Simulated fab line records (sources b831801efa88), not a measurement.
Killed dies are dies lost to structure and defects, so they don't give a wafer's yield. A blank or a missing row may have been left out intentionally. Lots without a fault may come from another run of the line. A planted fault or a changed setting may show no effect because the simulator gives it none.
The same fault as seen by 2 desks :: flow gf180mcu :: only its own numbers are on each desk; what lay behind them is given at the end

== TOOL OWNER'S DESK, implanter-02 ==
GF_NWELL_IMPLANT_09, tool's own readings: per-lot mean of the sampled wafers with a number, covering each lot this tool ran. If a lot's mean is further than 4 standard deviations from the usual mean, the lot is out of limits and carries the mark OUT (the distance appears in the brackets).
Columns: A = dose_ions_cm2 at GF_NWELL_IMPLANT_09, usual 4e+12; B = end_station_pressure_torr at GF_NWELL_IMPLANT_09, usual 5.05e-06 Torr; C = tilt_deg at GF_NWELL_IMPLANT_09, usual 0.001 degrees
lot: L421
first seen here: day 3 16:30
A: 4e+12
B: 5.01e-06
C: 0.021

lot: L423
first seen here: day 4 06:08
A: 4e+12
B: 5.00e-06
C: 0.020

lot: L424
first seen here: day 4 08:24
A: 4e+12
B: 5.09e-06
C: 0.021

lot: L426
first seen here: day 4 17:13
A: 4e+12
B: 5.15e-06
C: -0.001

lot: L434
first seen here: day 6 16:04
A: 4e+12
B: 5.28e-06
C: 3.181 (+99 or more) OUT

lot: L435
first seen here: day 6 17:02
A: 4e+12
B: 5.01e-06
C: 3.154 (+99 or more) OUT
This desk finds L434, L435 out of limits, L434 being first, at day 6 16:04 (tilt_deg at GF_NWELL_IMPLANT_09). L421, L423, L424, L426 stayed within limits.

== METROLOGY DESK ==
What the gauges read, lot by lot, whatever tool the lot ran on: means of the sampled wafers that have a number. If a lot's mean is further than 4 standard deviations from the usual mean, the lot is out of limits and carries the mark OUT (the distance appears in the brackets).
Columns: A = NWELL_RS at GF_VT_IMPLANT_RS_MEAS_47, usual 487.7 ohm/sq; B = V3_CVD_00_THK at GF_V3_THK_MEAS_01, usual 600 nm
lot: L420
first seen here: day 8 00:46
A: 487.2
B: 597

lot: L421
first seen here: day 8 01:18
A: 489.1
B: 589

lot: L423
first seen here: day 8 15:43
A: 486.9
B: 602

lot: L424
first seen here: day 8 19:39
A: 487.8
B: 600

lot: L425
first seen here: day 8 23:35
A: 486.0
B: 596

lot: L426
first seen here: day 9 05:41
A: 487.8
B: 604

lot: L429
first seen here: day 10 10:02
A: 487.6
B: 609

lot: L434
first seen here: day 11 15:17
A: 480.5 (-5.1) OUT
B: 604

lot: L435
first seen here: day 11 18:04
A: 480.3 (-5.3) OUT
B: 601

lot: L437
first seen here: day 12 06:03
A: 488.9
B: 602

lot: L439
first seen here: day 12 23:28
A: 490.1
B: 594

lot: L440
first seen here: day 13 05:18
A: 488.3
B: 595

lot: L441
first seen here: day 13 12:27
A: 486.2
B: 596
Finding of this desk: L434, L435 out of limits, first seen on L434 at day 11 15:17 (NWELL_RS at GF_VT_IMPLANT_RS_MEAS_47). L420, L421, L423, L424, L425, L426, L429, L437, L439, L440, L441 stayed within limits.

== BROUGHT TOGETHER ==
At day 6 16:04, on L434, L435, the tool owner's desk was in a position to raise an alarm.
The metrology desk could have raised an alarm at day 11 15:17, on L434, L435.
Every lot named ran GF_NWELL_IMPLANT_09 on implanter-02.

== WHAT THE SIMULATOR PUT IN ==
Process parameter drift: implanter-02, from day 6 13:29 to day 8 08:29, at GF_NWELL_IMPLANT_09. Setting tilt_deg shifted by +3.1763 from 0. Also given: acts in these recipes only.
Lots struck among those shown: L434, L435.
Fault start to first reading out of limits, in hours, per desk: tool owner, 3; metrology, 122.
